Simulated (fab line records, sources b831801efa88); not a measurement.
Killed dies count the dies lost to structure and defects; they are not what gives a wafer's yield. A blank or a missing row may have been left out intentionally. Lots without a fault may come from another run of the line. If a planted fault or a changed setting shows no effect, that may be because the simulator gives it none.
The tool behind it: which one? / flow sky130 / 10 lots with 30 wafers sampled at 3 steps, on a route of 708 steps

WHAT THE GAUGES READ, wafer by wafer
SKY_VIA2_RS_MEAS_22: uses a four-point probe to measure.
lot=L785; measured=day 37 07:10; on=film_metro-01; VIA2_W_RS (ohm/sq)=0.262 0.274 0.265
lot=L786; measured=day 37 08:40; on=film_metro-03; VIA2_W_RS (ohm/sq)=0.269 0.264 0.270
lot=L787; measured=day 37 15:53; on=film_metro-01; VIA2_W_RS (ohm/sq)=0.273 0.264 0.269
lot=L792; measured=day 39 08:38; on=film_metro-01; VIA2_W_RS (ohm/sq)=0.268 0.268 0.264
lot=L796; measured=day 40 12:01; on=film_metro-03; VIA2_W_RS (ohm/sq)=0.203 0.206 0.203
lot=L797; measured=day 40 23:38; on=film_metro-01; VIA2_W_RS (ohm/sq)=0.202 0.204 0.203
lot=L800; measured=day 41 16:35; on=film_metro-04; VIA2_W_RS (ohm/sq)=0.261 0.275 0.263
lot=L802; measured=day 42 00:38; on=film_metro-03; VIA2_W_RS (ohm/sq)=0.274 0.262 0.257
lot=L804; measured=day 43 04:25; on=film_metro-01; VIA2_W_RS (ohm/sq)=0.262 0.259 0.262
lot=L806; measured=day 43 06:01; on=film_metro-01; VIA2_W_RS (ohm/sq)=0.274 0.273 0.271

WHICH TOOL RAN EACH LOT (tool, then ch and the chambers of the sampled wafers, then the start)
lot=L785; SKY_METAL2_ETCH_18=rie_metal-01 ch 0,1, day 36 02:29; SKY_VIA2_CVD_21=cvd_w-02 ch 0,1, day 37 07:02
lot=L786; SKY_METAL2_ETCH_18=rie_metal-01 ch 0,1, day 36 04:10; SKY_VIA2_CVD_21=cvd_w-02 ch 0,1, day 37 08:32
lot=L787; SKY_METAL2_ETCH_18=rie_metal-02 ch 0,1, day 36 11:49; SKY_VIA2_CVD_21=cvd_w-01 ch 0,1, day 37 15:44
lot=L792; SKY_METAL2_ETCH_18=rie_metal-02 ch 0,1, day 38 04:52; SKY_VIA2_CVD_21=cvd_w-02 ch 0,1, day 39 08:30
lot=L796; SKY_METAL2_ETCH_18=rie_metal-02 ch 0,1, day 39 09:22; SKY_VIA2_CVD_21=cvd_w-02 ch 0,1, day 40 11:53
lot=L797; SKY_METAL2_ETCH_18=rie_metal-02 ch 0,1, day 39 20:25; SKY_VIA2_CVD_21=cvd_w-02 ch 0,1, day 40 23:31
lot=L800; SKY_METAL2_ETCH_18=rie_metal-02 ch 0,1, day 40 14:20; SKY_VIA2_CVD_21=cvd_w-01 ch 0,1, day 41 16:28
lot=L802; SKY_METAL2_ETCH_18=rie_metal-04 ch 0,1, day 40 23:32; SKY_VIA2_CVD_21=cvd_w-01 ch 0,1, day 42 00:30
lot=L804; SKY_METAL2_ETCH_18=rie_metal-02 ch 0,1, day 42 02:32; SKY_VIA2_CVD_21=cvd_w-01 ch 1, day 43 04:17
lot=L806; SKY_METAL2_ETCH_18=rie_metal-02 ch 1, day 42 04:28; SKY_VIA2_CVD_21=cvd_w-01 ch 0, day 43 05:52
- SKY_METAL2_ETCH_18: etches BARC in N2/H2, stops on SiO2, time 45.9 s, target depth 60 nm.
- SKY_VIA2_CVD_21: deposits W, target thk 420 nm, time 126.4 s.

THE ANSWER, worked out from the rows above alone
Rule: what is usual is taken from the lots themselves. Put in order of their means at a reading, lots are off if they are a third of the lots or fewer, leave a main group of 4 or more, and stand apart from it by a gap of 3 or more times the standard deviation of the main group's means; of several such gaps the widest counts. Not used: any main group whose means are identical at the precision the tables above print for the reading. A lot without any number at a reading at which 4 lots or more have one is off too. Where the step has rows for the other lots, those lots are counted as sound.
Off: L796, L797, seen at SKY_VIA2_RS_MEAS_22 (VIA2_W_RS). Mean 0.267 ohm/sq and standard deviation 0.0031 in the main group.
If a tool, at a process step before that reading, ran all the lots that are off and no sound lot after the first of them, it fits. Gauges at SKY_VIA2_RS_MEAS_22: tried the same way as those tools. One fits: SKY_VIA2_CVD_21 on cvd_w-02. Its last sound lot is L792 (day 39 08:30), its first lot that is off L796 (day 40 11:53): a fault that began between those two fits.

WHAT THE SIMULATOR PUT IN
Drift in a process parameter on cvd_w-02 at SKY_VIA2_CVD_21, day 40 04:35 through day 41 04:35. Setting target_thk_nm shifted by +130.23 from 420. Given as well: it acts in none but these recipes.
Shown lots that were struck: L796, L797. The rule above found the same.
